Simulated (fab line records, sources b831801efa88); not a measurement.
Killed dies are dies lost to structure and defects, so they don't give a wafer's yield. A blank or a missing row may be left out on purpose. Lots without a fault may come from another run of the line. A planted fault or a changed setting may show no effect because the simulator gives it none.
One fault seen from 2 desks | flow sky130 | each desk has only its own numbers; what lay behind them comes last

THE TOOL OWNER'S DESK: hdpcvd-02
The tool's own readings at SKY_VIA3_HDPCVD_00 (deposits SiO2, target thk 1635 nm, time 272.5 s): means of the sampled wafers that have a number, for each lot that ran on this tool. A lot is out of limits, marked OUT, if its mean lies more than 4 standard deviations from the usual mean; the brackets give that distance.
Columns: A = run_length_s at SKY_VIA3_HDPCVD_00, usual 300.4 s
lot  | first seen here | A
L378 | day 39 15:22    | 300.2
L382 | day 41 03:13    | 300.1
L383 | day 41 06:59    | 299.9
L386 | day 42 03:21    | 299.9
L387 | day 42 08:53    | 300.3
L390 | day 43 02:29    | 285.0 (-27) OUT
This desk's finding: out of limits on L390; first on L390, day 43 02:29 (run_length_s at SKY_VIA3_HDPCVD_00). In limits: L378, L382, L383, L386, L387.

THE METROLOGY DESK
What the gauges read, lot by lot, whatever tool the lot ran on: means of the sampled wafers that have a number. A lot is out of limits, marked OUT, if its mean lies more than 4 standard deviations from the usual mean; the brackets give that distance.
Columns: A = CAPM_CVD_00_THK at SKY_CAPM_THK_MEAS_01, usual 15.39 nm; B = METAL3_OVL at SKY_METAL3_OVL_MEAS_14, usual -4 nm; C = VIA3_HDPCVD_THK at SKY_VIA3_THK_MEAS_01, usual 1645 nm
lot  | first seen here | A     | B   | C
L376 | day 36 20:49    | 15.34 | -5  | 1672
L378 | day 37 10:16    | 15.42 | 2   | 1639
L379 | day 37 13:32    | 15.48 | 3   | 1656
L382 | day 38 23:58    | 15.46 | -11 | 1616
L383 | day 39 03:20    | 15.56 | -3  | 1619
L384 | day 39 05:58    | 15.16 | 1   | 1669
L386 | day 39 23:53    | 14.99 | -3  | 1627
L387 | day 40 05:43    | 15.72 | -5  | 1624
L390 | day 41 00:44    | 15.36 | -5  | 1562 (-4.4) OUT
L391 | day 41 12:39    | 15.40 | -11 | 1634
L398 | day 43 11:06    | 15.27 | -8  | 1652
L399 | day 43 13:46    | 15.68 | -3  | 1651
This desk's finding: out of limits on L390; first on L390, day 43 02:40 (VIA3_HDPCVD_THK at SKY_VIA3_THK_MEAS_01). In limits: L376, L378, L379, L382, L383, L384, L386, L387, L391, L398, L399.

PUT TOGETHER
The tool owner's desk could have raised an alarm at day 43 02:29, on L390.
The metrology desk could have raised an alarm at day 43 02:40, on L390.
Of the lots named, all ran SKY_VIA3_HDPCVD_00 on hdpcvd-02.

WHAT THE SIMULATOR HAD PUT IN
Process parameter drift: hdpcvd-02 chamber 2, from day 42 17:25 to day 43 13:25, at SKY_VIA3_HDPCVD_00. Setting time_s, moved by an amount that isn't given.
Lots struck among those shown: L390.
Hours from the fault's start to each desk's first reading out of limits: the tool owner's desk, 9; the metrology desk, 9.
